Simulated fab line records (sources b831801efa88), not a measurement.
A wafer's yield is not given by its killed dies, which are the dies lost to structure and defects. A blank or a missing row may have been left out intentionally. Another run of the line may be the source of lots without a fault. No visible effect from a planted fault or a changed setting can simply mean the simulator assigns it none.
A single fault, viewed from 2 desks + flow gf180mcu + only its own numbers are on each desk; what lay behind them is given at the end

== AT THE TOOL OWNER'S DESK: wet_bench-04 ==
The tool's own readings at GF_SAB_WET_ETCH_12 (etches SiO2 in dHF, target depth 22 nm, time 440 s): means of the sampled wafers that have a number, for each lot that ran on this tool. Any lot whose mean is over 4 standard deviations away from the usual mean is out of limits and marked OUT; that distance is given in the brackets.
Columns: A = bath_heat_duty_pct at GF_SAB_WET_ETCH_12, usual 6.2 %; B = temp_c at GF_SAB_WET_ETCH_12, usual 25.01 C
| lot  | first seen here | A               | B               |
|------|-----------------|-----------------|-----------------|
| L876 | day 17 18:08    | 6.3             | 24.99           |
| L884 | day 20 22:20    | 12.2 (+9.6) OUT | 29.57 (+41) OUT |
| L885 | day 21 09:59    | 11.4 (+8.4) OUT | 29.30 (+39) OUT |
Finding of this desk: L884, L885 out of limits; the first was L884 at day 20 22:20, on bath_heat_duty_pct at GF_SAB_WET_ETCH_12. Within limits: L876.

== AT THE METROLOGY DESK ==
What the gauges read for every lot (on any tool): the sampled wafers with a number, averaged. Any lot whose mean is over 4 standard deviations away from the usual mean is out of limits and marked OUT; that distance is given in the brackets.
Columns: A = SAB_CVD_00_THK at GF_SAB_THK_MEAS_01, usual 50.2 nm; B = cd_nm at GF_SAB_CD_MEAS_09, usual 420.6 nm; C = SAB_OVL at GF_SAB_OVL_MEAS_10, usual 0.3 nm
| lot  | first seen here | A    | B     | C    |
|------|-----------------|------|-------|------|
| L875 | day 16 09:38    | 50.2 | 420.4 | 1.8  |
| L876 | day 16 19:28    | 50.0 | 418.8 | 0.5  |
| L884 | day 19 22:50    | 49.6 | 421.0 | -0.4 |
| L885 | day 20 10:04    | 50.0 | 423.3 | 0.4  |
| L887 | day 20 21:10    | 49.8 | 417.9 | 0.6  |
| L889 | day 21 07:11    | 49.3 | 424.0 | 0.9  |
This desk's verdict: no lot among the 6 shows anything out of limits.

== BROUGHT TOGETHER ==
The tool owner's desk had the chance to raise an alarm at day 20 22:20 on L884, L885.
Nothing out of limits was seen by the metrology desk.
The metrology desk has L884, L885 on record, within its limits.
Every lot named ran GF_SAB_WET_ETCH_12 on wet_bench-04.

== WHAT WAS PUT IN BY THE SIMULATOR ==
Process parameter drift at GF_SAB_WET_ETCH_12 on wet_bench-04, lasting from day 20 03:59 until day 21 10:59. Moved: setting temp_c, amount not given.
Lots struck among those shown: L884, L885.
Delay in hours, fault start to first out-of-limits reading, by desk: the tool owner's desk at 18.
